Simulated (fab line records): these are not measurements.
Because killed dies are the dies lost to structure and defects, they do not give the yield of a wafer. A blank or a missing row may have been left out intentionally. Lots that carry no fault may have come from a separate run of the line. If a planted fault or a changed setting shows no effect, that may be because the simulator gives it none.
Matching of chambers + flow sky130 + 4 sister chambers for SKY_SONOS_ONO_ETCH_15 on rie-diel-01
The step etches the open film in CHF3/O2, target depth 19.52 nm, time 7.8 s. 4 wafers are shown with their chamber, then 8 later ones without.

## WAFERS PAIRED WITH THEIR CHAMBERS
| wafer  | chamber | drypump-motor-current-A (A) |
|--------|---------|-----------------------------|
| L088.1 | 3       | 6.2                         |
| L088.3 | 1       | 6.3                         |
| L088.4 | 2       | 4.7                         |
| L092.1 | 0       | 5.7                         |

## WAFERS WITH NO CHAMBER GIVEN
| wafer  | drypump-motor-current-A (A) |
|--------|-----------------------------|
| L092.2 | 6.4                         |
| L092.3 | 4.7                         |
| L092.4 | 5.8                         |
| L092.5 | 6.4                         |
| L092.6 | 4.7                         |
| L095.2 | 4.7                         |
| L095.3 | 6.4                         |
| L095.5 | 5.7                         |

## WHICH CHAMBER EACH WENT THROUGH
| wafer  | from the rows above     | in truth |
|--------|-------------------------|----------|
| L092.2 | can't be placed: 1 or 3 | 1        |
| L092.3 | 2                       | 2        |
| L092.4 | 0                       | 0        |
| L092.5 | can't be placed: 1 or 3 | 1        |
| L092.6 | 2                       | 2        |
| L095.2 | 2                       | 2        |
| L095.3 | can't be placed: 1 or 3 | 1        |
| L095.5 | 0                       | 0        |
Correctly placed: 5 of 8. Not placeable from these rows: 3 (in 3, the candidates include the true chamber). Number placed wrongly: 0.
How it was worked out, from the rows above alone: a wafer's distance from a chamber is the root of the sum, over the readings, of the square of ((its reading less the chamber's mean) divided by the reading's scatter). If the next closest chamber is less than 2 further off than the closest, the wafer can't be placed; otherwise it belongs to the closest. The mean given for a chamber averages the wafers shown for that chamber. The scatter: root of mean squared gap, hidden wafer to nearest shown wafer, with one shown wafer a chamber.
